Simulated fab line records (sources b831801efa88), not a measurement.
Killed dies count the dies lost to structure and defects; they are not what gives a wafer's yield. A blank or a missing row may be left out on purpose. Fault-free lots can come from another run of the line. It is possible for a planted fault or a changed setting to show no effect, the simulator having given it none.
What tool caused it?	flow sky130	14 lots with 42 wafers sampled at 3 steps, on a route of 708 steps

WHAT EACH GAUGE READ, for each wafer
SKY_VT_ADJUST_HVTR_TW_MEAS_11.
lot	measured	on	VT_ADJUST_HVTR_TW
L854	day 10 02:30	film-metro-03	211.3 210.3 211.5
L855	day 10 10:01	film-metro-01	208.4 210.1 208.8
L856	day 10 18:03	film-metro-02	212.6 213.8 212.4
L857	day 11 02:37	film-metro-02	211.8 213.1 213.3
L858	day 11 07:14	film-metro-02	212.6 212.5 212.5
L859	day 11 12:29	film-metro-01	209.4 208.8 209.9
L860	day 11 21:50	film-metro-01	208.7 210.1 209.4
L862	day 12 13:04	film-metro-03	211.4 211.7 210.8
L863	day 12 17:23	film-metro-02	211.8 212.3 211.4
L865	day 13 07:49	film-metro-01	208.1 208.6 209.7
L867	day 14 02:37	film-metro-03	211.7 211.5 211.9
L868	day 14 08:55	film-metro-01	208.0 208.1 208.9
L870	day 14 23:27	film-metro-01	208.0 207.5 208.5
L876	day 16 13:46	film-metro-03	212.1 209.8 210.4

SKY_SONOS_ONO_CD_MEAS_13 targets a cd of 410 nm.
lot	measured	on	cd-nm (nm)
L854	day 13 08:28	cd-sem-02	411 411 410
L855	day 13 18:45	cd-sem-01	407 410 408
L856	day 13 23:45	cd-sem-02	409 408 408
L857	day 14 12:33	cd-sem-01	406 406 407
L858	day 14 16:56	cd-sem-02	411 409 411
L859	day 14 23:10	cd-sem-02	410 410 409
L860	day 15 09:49	cd-sem-01	411 410 411
L862	day 16 01:08	cd-sem-02	409 407 407
L863	day 16 08:53	cd-sem-02	405 403 405
L865	day 17 00:11	cd-sem-01	407 407 408
L867	day 17 20:49	cd-sem-02	404 404 404
L868	day 18 04:53	cd-sem-01	411 410 408
L870	day 18 19:46	cd-sem-01	405 405 404
L876	day 20 15:14	cd-sem-02	415 416 414

SKY_GATE_OXIDE_TW_MEAS_14.
lot	measured	on	GATE_OXIDE_TW
L854	day 14 14:28	film-metro-03	224.0 224.9 224.4
L855	day 14 23:45	film-metro-03	223.9 225.1 224.9
L856	day 15 06:32	film-metro-01	221.1 220.9 219.9
L857	day 15 18:37	film-metro-01	221.2 220.7 219.4
L858	day 16 00:53	film-metro-01	221.3 220.5 219.8
L859	day 16 05:40	film-metro-01	220.8 222.5 220.5
L860	day 16 17:34	film-metro-01	219.5 220.7 221.4
L862	day 17 08:30	film-metro-02	225.4 225.3 226.2
L863	day 17 16:04	film-metro-01	220.7 220.2 221.5
L865	day 18 08:36	film-metro-01	220.2 221.0 221.0
L867	day 19 08:31	film-metro-02	224.4 224.9 224.4
L868	day 19 15:17	film-metro-03	224.5 225.6 225.6
L870	day 20 05:21	film-metro-02	227.3 226.6 227.4
L876	day 22 02:10	film-metro-03	221.7 223.5 221.9

TOOL THAT RAN EACH LOT (tool first, then ch and the chambers of the sampled wafers, then the start)
The record shows no process step preceding these readings.

AS READ BY THE TOOLS THEMSELVES (means over the sampled wafers that have a number; for cases with no such wafer, the mark the record gives instead)
The record holds no such reading with a usual standard deviation.

THE ANSWER, worked out from the rows above alone
Rule: usual is defined by the lots themselves. Put in order of their means at a reading, lots are off if they are a third of the lots or fewer, leave a main group of 4 or more, and stand apart from it by a gap of 3 or more times the standard deviation of the main group's means; of several such gaps the widest counts. If all means in a main group match to the digits the tables above print for the reading, that group is not used. A lot without any number at a reading at which 4 lots or more have one is off too. Any other lot the step has rows for is counted as sound. First the gauges in route order, then the tools' own readings, where a lot's mean is used as printed above. The first step at which some lot is off is used, and at that step the reading that is off furthest; a lot without a number counts as furthest.
No lot is off on any of the readings shown, so nothing can be concluded from this.

WHAT WAS PUT IN BY THE SIMULATOR
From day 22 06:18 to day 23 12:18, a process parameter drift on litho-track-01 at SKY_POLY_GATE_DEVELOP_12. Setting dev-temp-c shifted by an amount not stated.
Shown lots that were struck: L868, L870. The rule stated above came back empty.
